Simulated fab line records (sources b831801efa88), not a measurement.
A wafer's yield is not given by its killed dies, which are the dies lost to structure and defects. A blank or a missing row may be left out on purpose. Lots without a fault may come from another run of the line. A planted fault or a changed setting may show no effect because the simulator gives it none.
fab line records	flow sky130	part 1 of 2: steps 1 to 31 of 43
[record] lots = 5	wafers = 15	last_day = 50
route steps=708 shown VT_ADJUST_NCORE@127 VT_ADJUST_HVTR@131 VT_ADJUST_PCH@143 SONOS_TUNNEL@154 SONOS_ONO@168
lots untouched by any fault: they come from a run of this same line in which no faults occurred
start_h: start of the lot's first displayed wafer, in hours after the record's first day	wait_h: hours elapsed since this lot's preceding step	" identical to the entry in the row above	L1.1+2: a row that stands for several wafers	- no value, or no start was given	* or withheld: withheld	< > ~ a bound
route shown NAME@n: names a module that has steps shown in the file, with the first one's number in the route	usual: mean/standard deviation taken from wafers without a fault	same: alike in all rows	chamber/n: place in a boat	sites: readings site by site	_std_site: the values' standard deviation	_edge_site: inner sites' mean taken away from outer sites' mean	radius_mm: how far each site lies from the wafer's centre	mask NAME#n: copy n	behind: the most recent tool/chamber to have shaped the wafer	hold: reason for holding the lot/hours on hold/outcome of the hold	device: the n, p or np transistor that did not switch	end of line: the tests these same wafers got at the end of their route	a step without rows: its recipe alone	killed: dies that structure and defects cost at the first sort, which is not the same as the wafer's yield	map: per-die view of a wafer (x killed, . not killed, _ where there is no die)
set.NAME: the setting as run; set.NAME@STEP: as run at that earlier step	model.NAME: the simulator's own value behind a step, which no gauge read
lots at some steps of the route; a table a step, a row a wafer
services: the hour from which a tool's chamber was out of use, counted from the record's first day as start_h (under 0 if before that day), plus the number of hours and why
[[steps]]
[step SKY_VT_ADJUST_NCORE_OVL_MEAS_08]
[usual] VT_ADJUST_NCORE_OVL = 0.0/1.2
lot.wafer	tool	chamber	start_h	wait_h	VT_ADJUST_NCORE_OVL[nm]
L074.1	overlay-01	-	201.84	0.1	0.0
L074.5	"	-	"	"	-1.2
L074.6	"	-	"	"	-0.6
L081.2	overlay-02	-	241.30	0.1	-0.1
L081.3	"	-	"	"	0.0
L081.5	"	-	"	"	-0.1
L089.2	overlay-01	-	300.86	0.1	-0.4
L089.3	"	-	"	"	0.3
L089.4	"	-	"	"	1.5
L090.1	overlay-02	-	307.54	0.1	0.2
L090.2	"	-	"	"	-1.3
L090.6	"	-	"	"	-1.1
L092.3	overlay-02	-	318.87	0.1	-1.6
L092.4	"	-	"	"	-0.3
L092.5	"	-	"	"	-0.8
[step SKY_VT_ADJUST_NCORE_IMPLANT_09]
[recipe] species = B	energy_kev = 10	dose_cm2 = 2.4e+12	tilt_deg = withheld
[usual] dose_ions_cm2 = 2.4003e+12/2.6e+09
lot.wafer	tool	chamber	start_h	wait_h	dose_ions_cm2
L074.1	implanter-04	0	201.88	0.0	2.4014e+12
L074.5	"	0	"	"	2.3996e+12
L074.6	"	0	"	"	2.4058e+12
L081.2	implanter-02	0	241.35	0.0	2.4003e+12
L081.3	"	0	"	"	2.3998e+12
L081.5	"	0	"	"	2.4025e+12
L089.2	implanter-02	0	300.92	0.0	2.4006e+12
L089.3	"	0	"	"	2.4005e+12
L089.4	"	0	"	"	2.4019e+12
L090.1	implanter-02	0	307.58	0.0	2.4001e+12
L090.2	"	0	"	"	2.4028e+12
L090.6	"	0	"	"	2.3961e+12
L092.3	implanter-03	0	318.94	0.1	2.4005e+12
L092.4	"	0	"	"	2.4011e+12
L092.5	"	0	"	"	2.4045e+12
[step SKY_VT_ADJUST_NCORE_STRIP_10]
[recipe] chemistry = O2/N2	power_w = 1400	pressure_mtorr = 1500	platen_temp_c = withheld	o2_flow_sccm = 3000	n2_flow_sccm = 300	overash_fraction = 0.5
[usual] drypump_motor_current_A = 6.2/0.43	oes_product_au = 0.715/0.0047	strip_time_to_endpoint_s = 14.17/0.037
lot.wafer	tool	chamber	start_h	wait_h	drypump_motor_current_A	oes_product_au	rf_hours_counter_h	strip_time_to_endpoint_s
L074.1	plasma_asher-02	1	202.03	0.1	5.9	0.712	48	14.14
L074.5	"	0	"	"	5.5	0.715	-	14.12
L074.6	"	1	"	"	5.8	0.721	-	14.20
L081.2	plasma_asher-04	0	241.48	0.1	6.5	0.719	54	14.11
L081.3	"	0	"	"	6.5	0.715	-	14.14
L081.5	"	1	"	"	6.3	0.719	-	14.12
L089.2	plasma_asher-03	1	301.10	0.2	6.8	0.716	49	14.15
L089.3	"	1	"	"	6.8	0.710	-	14.20
L089.4	"	0	"	"	5.9	0.707	-	14.21
L090.1	plasma_asher-03	1	307.73	0.1	6.8	0.718	50	14.21
L090.2	"	0	"	"	5.9	0.721	50	14.25
L090.6	"	0	"	"	5.9	0.719	-	14.19
L092.3	plasma_asher-03	1	319.07	0.1	6.8	0.715	-	14.22
L092.4	"	0	"	"	5.9	0.713	-	14.19
L092.5	"	0	"	"	5.9	0.713	-	14.20
[step SKY_VT_ADJUST_NCORE_TW_MEAS_11]
[usual] VT_ADJUST_NCORE_TW = 219/3
lot.wafer	tool	chamber	start_h	wait_h	VT_ADJUST_NCORE_TW
L074.1	film_metro-03	-	202.13	0.1	215
L074.5	"	-	"	"	216
L074.6	"	-	"	"	215
L081.2	film_metro-02	-	241.59	0.1	223
L081.3	"	-	"	"	223
L081.5	"	-	"	"	223
L089.2	film_metro-03	-	301.21	0.1	214
L089.3	"	-	"	"	214
L089.4	"	-	"	"	216
L090.1	film_metro-04	-	307.83	0.1	220
L090.2	"	-	"	"	222
L090.6	"	-	"	"	220
L092.3	film_metro-03	-	319.16	0.1	215
L092.4	"	-	"	"	215
L092.5	"	-	"	"	215
[step SKY_VT_ADJUST_HVTR_DEHYDRATE_00]
[recipe] temp_c = 200	time_s = 60
lot.wafer	tool	chamber	start_h	wait_h
L074.1+5+6	litho_track-02	0	213.12	11.0
L081.2+3+5	litho_track-02	0	253.30	11.7
L089.2+3+4	litho_track-04	0	314.46	13.2
L090.1+2+6	litho_track-04	0	320.18	12.3
L092.3+4+5	litho_track-02	0	332.12	13.0
[step SKY_VT_ADJUST_HVTR_HMDS_01]
[recipe] prime_time_s = 60	prime_temp_c = 120
[usual] prime_temp_c = 119.98/0.13
lot.wafer	tool	chamber	start_h	wait_h	prime_temp_c
L074.1	litho_track-02	0	213.27	0.1	119.92
L074.5	"	0	"	"	119.91
L074.6	"	0	"	"	119.97
L081.2	litho_track-02	0	253.45	0.1	120.22
L081.3	"	0	"	"	119.98
L081.5	"	0	"	"	120.12
L089.2	litho_track-04	0	314.61	0.1	120.03
L089.3	"	0	"	"	120.26
L089.4	"	0	"	"	120.07
L090.1	litho_track-04	0	320.33	0.1	120.10
L090.2	"	0	"	"	120.01
L090.6	"	0	"	"	120.03
L092.3	litho_track-02	0	332.27	0.1	120.08
L092.4	"	0	"	"	120.10
L092.5	"	0	"	"	120.06
[step SKY_VT_ADJUST_HVTR_COAT_02]
[recipe] resist = NOVOLAK	spin_rpm = 3000	resist_thk_nm = 1140
lot.wafer	tool	chamber	start_h	wait_h
L074.1+5+6	litho_track-02	0	213.42	0.1
L081.2+3+5	litho_track-02	0	253.60	0.1
L089.2+3+4	litho_track-04	0	314.76	0.1
L090.1+2+6	litho_track-04	0	320.48	0.1
L092.3+4+5	litho_track-02	0	332.42	0.1
[step SKY_VT_ADJUST_HVTR_SOFTBAKE_03]
[recipe] temp_c = 90	time_s = 60	resist = NOVOLAK
lot.wafer	tool	chamber	start_h	wait_h
L074.1+5+6	litho_track-02	0	213.57	0.1
L081.2+3+5	litho_track-02	0	253.75	0.1
L089.2+3+4	litho_track-04	0	314.91	0.1
L090.1+2+6	litho_track-04	0	320.63	0.1
L092.3+4+5	litho_track-02	0	332.57	0.1
[step SKY_VT_ADJUST_HVTR_EXPOSE_04]
[recipe] mask_id = HVTRM	target_cd_nm = 380	na = 0.6	source_shape = conventional	sigma_outer = 0.6	dose_mj = 150
[same] sigma_outer = 0.6
lot.wafer	tool	chamber	start_h	wait_h	mask
L074.1+5+6	iline_stepper-01	0	-	-	HVTRM#0
L081.2+3+5	iline_stepper-02	0	-	-	HVTRM#0
L089.2+3+4	iline_stepper-01	0	-	-	HVTRM#0
L090.1+2+6	iline_stepper-02	0	-	-	HVTRM#0
L092.3+4+5	iline_stepper-01	0	-	-	HVTRM#0
[step SKY_VT_ADJUST_HVTR_PEB_05]
[recipe] temp_c = withheld	time_s = *	resist = NOVOLAK
lot.wafer	tool	chamber	start_h	wait_h
L074.1+5+6	litho_track-01	0	-	-
L081.2+3+5	litho_track-02	0	-	-
L089.2+3+4	litho_track-04	0	-	-
L090.1+2+6	litho_track-04	0	-	-
L092.3+4+5	litho_track-01	0	-	-
[step SKY_VT_ADJUST_HVTR_DEVELOP_06]
[recipe] develop_time_s = 60	dev_temp_c = 23
lot.wafer	tool	chamber	start_h	wait_h
L074.1+5+6	litho_track-01	0	224.91	0.1
L081.2+3+5	litho_track-02	0	265.25	0.1
L089.2+3+4	litho_track-04	0	327.46	0.1
L090.1+2+6	litho_track-04	0	334.53	0.1
L092.3+4+5	litho_track-01	0	346.41	0.1
[step SKY_VT_ADJUST_HVTR_CD_MEAS_07]
[recipe] target_cd_nm = 380
[usual] cd_nm = 381.1/2.5
lot.wafer	tool	chamber	start_h	wait_h	cd_nm
L074.1	cd_sem-02	-	225.06	0.1	380.8
L074.5	"	-	"	"	379.9
L074.6	"	-	"	"	380.9
L081.2	cd_sem-01	-	265.39	0.1	379.6
L081.3	"	-	"	"	380.2
L081.5	"	-	"	"	379.9
L089.2	cd_sem-01	-	327.60	0.1	377.6
L089.3	"	-	"	"	378.1
L089.4	"	-	"	"	377.9
L090.1	cd_sem-02	-	334.68	0.1	382.2
L090.2	"	-	"	"	379.4
L090.6	"	-	"	"	381.2
L092.3	cd_sem-01	-	346.55	0.1	380.2
L092.4	"	-	"	"	380.6
L092.5	"	-	"	"	380.6
[step SKY_VT_ADJUST_HVTR_OVL_MEAS_08]
[usual] VT_ADJUST_HVTR_OVL = -0.3/1.5
lot.wafer	tool	chamber	start_h	wait_h	VT_ADJUST_HVTR_OVL[nm]
L074.1	overlay-02	-	225.18	0.1	-0.9
L074.5	"	-	"	"	-0.3
L074.6	"	-	"	"	0.0
L081.2	overlay-01	-	265.50	0.1	3.1
L081.3	"	-	"	"	3.3
L081.5	"	-	"	"	2.9
L089.2	overlay-01	-	327.71	0.1	0.8
L089.3	"	-	"	"	0.7
L089.4	"	-	"	"	0.9
L090.1	overlay-02	-	334.80	0.1	0.3
L090.2	"	-	"	"	0.9
L090.6	"	-	"	"	0.9
L092.3	overlay-01	-	346.64	0.1	-0.3
L092.4	"	-	"	"	1.1
L092.5	"	-	"	"	-0.1
[step SKY_VT_ADJUST_HVTR_IMPLANT_09]
[recipe] species = B	energy_kev = 10	dose_cm2 = 2.1e+12	tilt_deg = withheld
[usual] dose_ions_cm2 = 2.1e+12/2.3e+09
lot.wafer	tool	chamber	start_h	wait_h	dose_ions_cm2
L074.1	implanter-02	0	225.21	0.0	2.0969e+12
L074.5	"	0	"	"	2.0955e+12
L074.6	"	0	"	"	2.0994e+12
L081.2	implanter-04	0	265.55	0.0	2.0996e+12
L081.3	"	0	"	"	2.0977e+12
L081.5	"	0	"	"	2.1023e+12
L089.2	implanter-02	0	327.77	0.0	2.0996e+12
L089.3	"	0	"	"	2.1016e+12
L089.4	"	0	"	"	2.1045e+12
L090.1	implanter-02	0	334.84	0.0	2.1003e+12
L090.2	"	0	"	"	2.1015e+12
L090.6	"	0	"	"	2.101e+12
L092.3	implanter-04	0	346.71	0.1	2.0996e+12
L092.4	"	0	"	"	2.0997e+12
L092.5	"	0	"	"	2.1014e+12
[step SKY_VT_ADJUST_HVTR_STRIP_10]
[recipe] chemistry = O2/N2	power_w = 1400	pressure_mtorr = 1500	platen_temp_c = withheld	o2_flow_sccm = 3000	n2_flow_sccm = 300	overash_fraction = 0.5
[usual] drypump_motor_current_A = 5.7/0.48	oes_product_au = 0.716/0.0045	strip_time_to_endpoint_s = 14.18/0.04
lot.wafer	tool	chamber	start_h	wait_h	drypump_motor_current_A	oes_product_au	rf_hours_counter_h	strip_time_to_endpoint_s
L074.1	plasma_asher-01	0	225.36	0.1	5.1	0.722	9	14.14
L074.5	"	1	"	"	5.6	0.713	-	14.17
L074.6	"	0	"	"	5.1	0.713	-	14.14
L081.2	plasma_asher-02	1	265.68	0.1	5.9	0.718	55	14.21
L081.3	"	0	"	"	5.5	0.720	-	14.18
L081.5	"	1	"	"	5.9	0.715	-	14.17
L089.2	plasma_asher-02	0	327.89	0.1	5.5	0.713	60	14.18
L089.3	"	0	"	"	5.5	0.717	-	14.18
L089.4	"	1	"	"	5.9	0.716	-	14.22
L090.1	plasma_asher-02	1	334.99	0.1	5.9	0.717	60	14.22
L090.2	"	0	"	"	5.4	0.711	60	14.20
L090.6	"	1	"	"	5.9	0.716	-	14.23
L092.3	plasma_asher-04	0	346.85	0.1	6.5	0.711	-	14.14
L092.4	"	1	"	"	6.3	0.715	-	14.16
L092.5	"	1	"	"	6.3	0.713	-	14.16
[step SKY_VT_ADJUST_HVTR_TW_MEAS_11]
[usual] VT_ADJUST_HVTR_TW = 209.2/2.3
lot.wafer	tool	chamber	start_h	wait_h	VT_ADJUST_HVTR_TW
L074.1	film_metro-03	-	225.46	0.1	206.7
L074.5	"	-	"	"	207.4
L074.6	"	-	"	"	208.2
L081.2	film_metro-01	-	265.79	0.1	208.8
L081.3	"	-	"	"	208.9
L081.5	"	-	"	"	208.4
L089.2	film_metro-04	-	328.00	0.1	212.9
L089.3	"	-	"	"	212.9
L089.4	"	-	"	"	213.4
L090.1	film_metro-04	-	335.09	0.1	212.4
L090.2	"	-	"	"	211.5
L090.6	"	-	"	"	212.9
L092.3	film_metro-01	-	346.93	0.1	207.1
L092.4	"	-	"	"	207.9
L092.5	"	-	"	"	208.2
[step SKY_VT_ADJUST_PCH_DEHYDRATE_00]
[recipe] temp_c = 200	time_s = 60
lot.wafer	tool	chamber	start_h	wait_h
L074.1+5+6	litho_track-02	0	236.97	11.5
L081.2+3+5	litho_track-01	0	277.23	11.4
L089.2+3+4	litho_track-01	0	341.63	13.6
L090.1+2+6	litho_track-01	0	348.21	13.1
L092.3+4+5	litho_track-03	0	360.74	13.8
[step SKY_VT_ADJUST_PCH_HMDS_01]
[recipe] prime_time_s = 60	prime_temp_c = 120
[usual] prime_temp_c = 120.01/0.12
lot.wafer	tool	chamber	start_h	wait_h	prime_temp_c
L074.1	litho_track-02	0	237.12	0.1	120.25
L074.5	"	0	"	"	119.90
L074.6	"	0	"	"	120.04
L081.2	litho_track-01	0	277.38	0.1	120.03
L081.3	"	0	"	"	119.85
L081.5	"	0	"	"	120.19
L089.2	litho_track-01	0	341.78	0.1	120.20
L089.3	"	0	"	"	120.11
L089.4	"	0	"	"	120.22
L090.1	litho_track-01	0	348.36	0.1	119.91
L090.2	"	0	"	"	119.79
L090.6	"	0	"	"	120.03
L092.3	litho_track-03	0	360.89	0.1	120.10
L092.4	"	0	"	"	120.22
L092.5	"	0	"	"	119.99
[step SKY_VT_ADJUST_PCH_COAT_02]
[recipe] spin_rpm = 2000	resist_thk_nm = 3000
lot.wafer	tool	chamber	start_h	wait_h
L074.1+5+6	litho_track-02	0	237.27	0.1
L081.2+3+5	litho_track-01	0	277.53	0.1
L089.2+3+4	litho_track-01	0	341.93	0.1
L090.1+2+6	litho_track-01	0	348.51	0.1
L092.3+4+5	litho_track-03	0	361.04	0.1
[step SKY_VT_ADJUST_PCH_SOFTBAKE_03]
[recipe] temp_c = 110	time_s = withheld
lot.wafer	tool	chamber	start_h	wait_h
L074.1+5+6	litho_track-02	0	237.42	0.1
L081.2+3+5	litho_track-01	0	277.69	0.1
L089.2+3+4	litho_track-01	0	342.09	0.1
L090.1+2+6	litho_track-01	0	348.66	0.1
L092.3+4+5	litho_track-03	0	361.20	0.1
[step SKY_VT_ADJUST_PCH_EXPOSE_04]
[recipe] mask_id = NWM	na = 0.6	source_shape = conventional	sigma_outer = 0.6	polarization = unpolarized	target_cd_nm = 840	dose_mj = 255
[same] sigma_outer = 0.6
lot.wafer	tool	chamber	start_h	wait_h	mask
L074.1+5+6	iline_stepper-02	0	-	-	NWM#0
L081.2+3+5	iline_stepper-02	0	-	-	NWM#0
L089.2+3+4	iline_stepper-02	0	-	-	NWM#0
L090.1+2+6	iline_stepper-01	0	-	-	NWM#0
L092.3+4+5	iline_stepper-01	0	-	-	NWM#0
[step SKY_VT_ADJUST_PCH_PEB_05]
[recipe] temp_c = 115	time_s = withheld
lot.wafer	tool	chamber	start_h	wait_h
L074.1+5+6	litho_track-01	0	-	-
L081.2+3+5	litho_track-02	0	-	-
L089.2+3+4	litho_track-03	0	-	-
L090.1+2+6	litho_track-01	0	-	-
L092.3+4+5	litho_track-01	0	-	-
[step SKY_VT_ADJUST_PCH_DEVELOP_06]
[recipe] wall_angle_deg = 90	developer = TMAH	develop_time_s = 60	dev_temp_c = 23
lot.wafer	tool	chamber	start_h	wait_h
L074.1+5+6	litho_track-01	0	-	-
L081.2+3+5	litho_track-02	0	-	-
L089.2+3+4	litho_track-03	0	-	-
L090.1+2+6	litho_track-01	0	-	-
L092.3+4+5	litho_track-01	0	-	-
[step SKY_VT_ADJUST_PCH_OVL_MEAS_07]
[usual] VT_ADJUST_PCH_OVL = 0.1/1.4
lot.wafer	tool	chamber	start_h	wait_h	VT_ADJUST_PCH_OVL[nm]
L074.1	overlay-02	-	250.31	-	-2.1
L074.5	"	-	"	"	-2.7
L074.6	"	-	"	"	-1.4
L081.2	overlay-02	-	290.18	-	0.0
L081.3	"	-	"	"	0.3
L081.5	"	-	"	"	1.0
L089.2	overlay-01	-	356.14	-	-1.6
L089.3	"	-	"	"	-1.4
L089.4	"	-	"	"	-1.5
L090.1	overlay-01	-	363.76	-	1.8
L090.2	"	-	"	"	0.3
L090.6	"	-	"	"	0.9
L092.3	overlay-01	-	375.77	-	-2.1
L092.4	"	-	"	"	0.1
L092.5	"	-	"	"	-0.2
[step SKY_VT_ADJUST_PCH_IMPLANT_08]
[recipe] species = B	energy_kev = 10	dose_cm2 = 5e+11	tilt_deg = withheld
[usual] dose_ions_cm2 = 5e+11/5.1e+08
lot.wafer	tool	chamber	start_h	wait_h	dose_ions_cm2
L074.1	implanter-03	0	250.34	0.0	4.999e+11
L074.5	"	0	"	"	5e+11
L074.6	"	0	"	"	4.999e+11
L081.2	implanter-03	0	290.23	0.0	5.01e+11
L081.3	"	0	"	"	5.002e+11
L081.5	"	0	"	"	5.007e+11
L089.2	implanter-04	0	356.20	0.0	4.996e+11
L089.3	"	0	"	"	5.004e+11
L089.4	"	0	"	"	5.004e+11
L090.1	implanter-01	0	363.79	0.0	5.004e+11
L090.2	"	0	"	"	5.01e+11
L090.6	"	0	"	"	5.006e+11
L092.3	implanter-01	0	375.84	0.1	5.002e+11
L092.4	"	0	"	"	5.004e+11
L092.5	"	0	"	"	5.004e+11
[step SKY_VT_ADJUST_PCH_STRIP_09]
[recipe] chemistry = O2/N2	power_w = 1400	pressure_mtorr = 1500	platen_temp_c = withheld	o2_flow_sccm = 3000	n2_flow_sccm = 300	overash_fraction = 0.5
[usual] drypump_motor_current_A = 5.7/0.51	oes_product_au = 0.723/0.0049	strip_time_to_endpoint_s = 36.90/0.11
lot.wafer	tool	chamber	start_h	wait_h	drypump_motor_current_A	oes_product_au	rf_hours_counter_h	strip_time_to_endpoint_s
L074.1	plasma_asher-03	0	250.49	0.1	5.9	0.728	44	36.92
L074.5	"	0	"	"	5.9	0.719	-	37.06
L074.6	"	1	"	"	6.8	0.723	-	36.96
L081.2	plasma_asher-01	1	290.36	0.1	5.6	0.727	15	37.14
L081.3	"	1	"	"	5.6	0.721	-	37.13
L081.5	"	1	"	"	5.6	0.731	-	37.15
L089.2	plasma_asher-01	0	356.32	0.1	5.1	0.720	22	36.78
L089.3	"	1	"	"	5.6	0.721	-	36.75
L089.4	"	0	"	"	5.1	0.727	-	36.74
L090.1	plasma_asher-02	0	363.94	0.1	5.5	0.728	63	36.89
L090.2	"	1	"	"	5.9	0.722	63	36.87
L090.6	"	0	"	"	5.5	0.717	-	36.91
L092.3	plasma_asher-03	1	375.98	0.1	6.8	0.720	-	37.10
L092.4	"	0	"	"	5.9	0.726	-	36.94
L092.5	"	0	"	"	5.9	0.720	-	36.98
[step SKY_VT_ADJUST_PCH_TW_MEAS_10]
[usual] VT_ADJUST_PCH_TW = 142.2/1.8
lot.wafer	tool	chamber	start_h	wait_h	VT_ADJUST_PCH_TW
L074.1	film_metro-03	-	250.59	0.1	140.6
L074.5	"	-	"	"	140.4
L074.6	"	-	"	"	140.3
L081.2	film_metro-02	-	290.47	0.1	144.4
L081.3	"	-	"	"	144.8
L081.5	"	-	"	"	144.8
L089.2	film_metro-01	-	356.43	0.1	140.7
L089.3	"	-	"	"	140.3
L089.4	"	-	"	"	140.8
L090.1	film_metro-01	-	364.04	0.1	141.7
L090.2	"	-	"	"	141.0
L090.6	"	-	"	"	141.2
L092.3	film_metro-02	-	376.06	0.1	143.6
L092.4	"	-	"	"	144.4
L092.5	"	-	"	"	144.1
[step SKY_SONOS_TUNNEL_DEHYDRATE_00]
[recipe] temp_c = 200	time_s = 60
lot.wafer	tool	chamber	start_h	wait_h
L074.1+5+6	litho_track-01	0	261.31	10.7
L081.2+3+5	litho_track-04	0	302.66	12.2
L089.2+3+4	litho_track-04	0	370.86	14.4
L090.1+2+6	litho_track-04	0	378.18	14.1
L092.3+4+5	litho_track-03	0	390.09	14.0
[step SKY_SONOS_TUNNEL_HMDS_01]
[recipe] prime_time_s = 60	prime_temp_c = 120
[usual] prime_temp_c = 119.98/0.14
lot.wafer	tool	chamber	start_h	wait_h	prime_temp_c
L074.1	litho_track-01	0	261.46	0.1	119.82
L074.5	"	0	"	"	119.76
L074.6	"	0	"	"	119.81
L081.2	litho_track-04	0	302.81	0.1	119.97
L081.3	"	0	"	"	120.45
L081.5	"	0	"	"	119.96
L089.2	litho_track-04	0	371.01	0.1	119.90
L089.3	"	0	"	"	119.98
L089.4	"	0	"	"	120.04
L090.1	litho_track-04	0	378.33	0.1	120.08
L090.2	"	0	"	"	120.02
L090.6	"	0	"	"	120.18
L092.3	litho_track-03	0	390.24	0.1	120.03
L092.4	"	0	"	"	119.93
L092.5	"	0	"	"	120.14
[step SKY_SONOS_TUNNEL_COAT_02]
[recipe] resist = NOVOLAK	spin_rpm = 3000	resist_thk_nm = 1140
lot.wafer	tool	chamber	start_h	wait_h
L074.1+5+6	litho_track-01	0	261.61	0.1
L081.2+3+5	litho_track-04	0	302.96	0.1
L089.2+3+4	litho_track-04	0	371.16	0.1
L090.1+2+6	litho_track-04	0	378.48	0.1
L092.3+4+5	litho_track-03	0	390.39	0.1
[step SKY_SONOS_TUNNEL_SOFTBAKE_03]
[recipe] temp_c = 90	time_s = 60	resist = NOVOLAK
lot.wafer	tool	chamber	start_h	wait_h
L074.1+5+6	litho_track-01	0	261.76	0.1
L081.2+3+5	litho_track-04	0	303.11	0.1
L089.2+3+4	litho_track-04	0	371.31	0.1
L090.1+2+6	litho_track-04	0	378.63	0.1
L092.3+4+5	litho_track-03	0	390.54	0.1
